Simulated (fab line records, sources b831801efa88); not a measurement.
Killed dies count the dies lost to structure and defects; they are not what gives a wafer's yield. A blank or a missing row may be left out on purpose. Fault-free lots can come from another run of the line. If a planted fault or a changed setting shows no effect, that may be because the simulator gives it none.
Struck lot and sound lot, side by side    flow sky130    38 out of 708 route steps
Sound: wafers L714.1, L714.3, L714.4. Struck: wafer L718.3 (L718.2, L718.6, from the same lot, were not struck and are left out); the cause is given at the end.
At each step with rows: each side's tool, then ch and its chambers, then its first start. Under that, the readings that differ: sound wafers    struck wafers    difference of the means    sigmas: that difference in standard deviations of wafers without a fault.
alike: words and numbers the same on both sides, and readings whose means are apart by under 2 such deviations; not compared: readings that were withheld, readings missing a value for some wafer, numbers with overlapping values and no deviation given by the record, and bounds like >300 which may hide the same value.
A row with sigmas, a row that says differs or no value, or rows on one side alone: a step with any of these is where the two part. When numbers do not overlap yet have no deviation, they are printed without sigmas and do not part them. A reading missing from all wafers of one side parts the sides only when that side holds two or more wafers.

first, 9 steps without rows for these wafers: SKY_VIA2_SPUTTER_20 (material TiN, target thk 20 nm, time 80 s); SKY_VIA2_CVD_21 (deposits W, target thk 420 nm, time 126.4 s); SKY_VIA2_CMP_24 (polishes, stops on SiO2, t overpolish 20 s, target thk 0 nm); SKY_METAL3_SPUTTER_00 (material Ti, target thk 15 nm, time 10 s); SKY_METAL3_SPUTTER_01 (material TiN, target thk 20 nm, time 16.7 s); SKY_METAL3_SPUTTER_02 (material AlCu, target thk 735 nm, time 39.1 s); SKY_METAL3_SPUTTER_03 (material Ti, target thk 5 nm, time 3.3 s); SKY_METAL3_SPUTTER_04 (material TiN, target thk 70 nm, time 58.3 s); SKY_CAPM_CVD_00 (deposits SiO2, target thk 15.5 nm).
SKY_CAPM_SPUTTER_02: material TiN, target thk 200 nm, time 166.7 s.
  sound: pvd sputter-04 at day 40 14:09; struck: pvd sputter-04 at day 41 11:59
reading                                   sound              struck  difference  sigmas
model.TiN_of_CAPM_SPUTTER_02.thk nm (nm)  203.4 198.8 201.6  269.6   +68.3       
  alike: throttle valve pct
SKY_CAPM_RS_MEAS_03: the measuring method here is four-point-probe.
  sound: film metro-04 at day 40 14:16; struck: film metro-01 at day 41 12:07
reading               sound           struck  difference  sigmas
CAPM_TIN_RS (ohm/sq)  6.79 6.95 6.87  5.11    -1.76       -16
SKY_CAPM_THK_MEAS_04: measures by xrf.
  sound: film metro-04 at day 40 14:23; struck: film metro-01 at day 41 12:13
reading            sound        struck  difference  sigmas
CAPM_TIN_THK (nm)  202 196 200  264     +65         +18
then, 7 steps without rows for these wafers: SKY_CAPM_DEHYDRATE_05 (time 60 s); SKY_CAPM_HMDS_06 (prime time 60 s); SKY_CAPM_COAT_07 (resist thk 1140 nm); SKY_CAPM_SOFTBAKE_08 (time 60 s); SKY_CAPM_EXPOSE_09 (exposes mask CAPM, target cd 1000 nm); SKY_CAPM_PEB_10; SKY_CAPM_DEVELOP_11 (develop time 60 s).
SKY_CAPM_METAL_ETCH_13: etches TiN in Cl2/BCl3, stops on SiO2, target depth 220 nm, time 62.9 s.
  sound on rie metal-02 ch 0,1, day 41 14:20; struck on rie metal-03 ch 1, day 42 12:26
reading                 sound                 struck  difference  sigmas
oes product au (a.u.)   0.955 0.942 0.943     1.027   +0.080      +8
throttle valve pct (%)  21.903 21.908 21.887  21.841  -0.058      -5
  alike: bcl3 flow sccm, bias w, drypump motor current A
  not compared: rf hours counter h
then, 16 steps without rows for these wafers: SKY_CAPM_STRIP_14 (strips in O2/N2); SKY_CAPM_STRIP_15 (strips in post etch residue remover, time 1200 s); SKY_CAPM_CLEAN_16 (cleans in IPA, time 180 s); SKY_CAPM_CLEAN_17 (cleans in O3/DIW); SKY_METAL3_DEHYDRATE_05 (time 60 s); SKY_METAL3_HMDS_06 (prime time 60 s); SKY_METAL3_COAT_07 (resist thk 60 nm); SKY_METAL3_COAT_08 (resist thk 1140 nm); SKY_METAL3_SOFTBAKE_09 (time 90 s); SKY_METAL3_EXPOSE_10 (exposes mask MM3, target cd 300 nm); SKY_METAL3_PEB_11; SKY_METAL3_DEVELOP_12 (develop time 60 s); SKY_METAL3_DESCUM_15 (chemistry O2, time 8 s); SKY_METAL3_ETCH_16 (etches BARC in N2/H2, stops on SiO2, time 88.2 s, target depth 60 nm); SKY_METAL3_ETCH_17 (etches SiO2 in C4F8/O2/Ar, stops on TiN, time 3.9 s, target depth 15 nm); SKY_METAL3_METAL_ETCH_18 (etches the open film in Cl2/BCl3, stops on SiO2, target depth 845 nm, time 183.1 s).
SKY_METAL3_STRIP_20: strips in post etch residue remover, time 1200 s.
  sound on wet bench-04 ch 0, day 42 15:22; struck on wet bench-02 ch 0, day 43 13:05
reading                                   sound              struck  difference  sigmas
model.TiN_of_CAPM_SPUTTER_02.thk nm (nm)  202.6 197.9 200.8  268.8   +68.4       
-- the record jumps here: 6 days lie between the struck wafers' starts before and after (it left off in module METAL3 and takes up again in module PAD_OPEN, whose first step shown is number 708 of the route) --
SKY_PAD_OPEN_PROBE_99:
  sound: prober-02 at day 49 04:13; struck: prober-02 at day 49 23:27
reading                                     sound                           struck  difference  sigmas
killed at contacts                          21 22 35                        37      +11         +2
killed open                                 46 47 43                        65      +20         +3
model.etest.tester.sort n pass              406 407 402                     0       -405        
model.etest.met3.line ohm um                0.1388 0.1374 0.1448            94.99   +94.85      
model.etest.tester.sort yield pct (%)       82.52 82.72 81.71               0       -82         
model.etest.tester.sort_bin_4_pct (%)       0 0 0                           79.61   +79.61      
model.etest.via3 chain.rc ohm               10.22 10.57 9.064               84.83   +74.88      
model.etest.met3.rs ohm sq                  0.04235 0.04127 0.04357         29.08   +29.04      
model.etest.met3.rs ohm sq rim less centre  -0.0004225 -0.000291 -0.000101  5.128   +5.128      
model.etest.cap mim.plate ohm sq            5.861 6.031 5.929               4.469   -1.471      
  alike: defect limited yield, killed_at_M0_to_M3, killed_at_M4_up, killed at front end, killed at other, killed dies, killed short

== WHERE THEY PART ==
Last at SKY_PAD_OPEN_PROBE_99 as far as this record goes, first at SKY_CAPM_RS_MEAS_03.

WHY: the cause the simulator had injected
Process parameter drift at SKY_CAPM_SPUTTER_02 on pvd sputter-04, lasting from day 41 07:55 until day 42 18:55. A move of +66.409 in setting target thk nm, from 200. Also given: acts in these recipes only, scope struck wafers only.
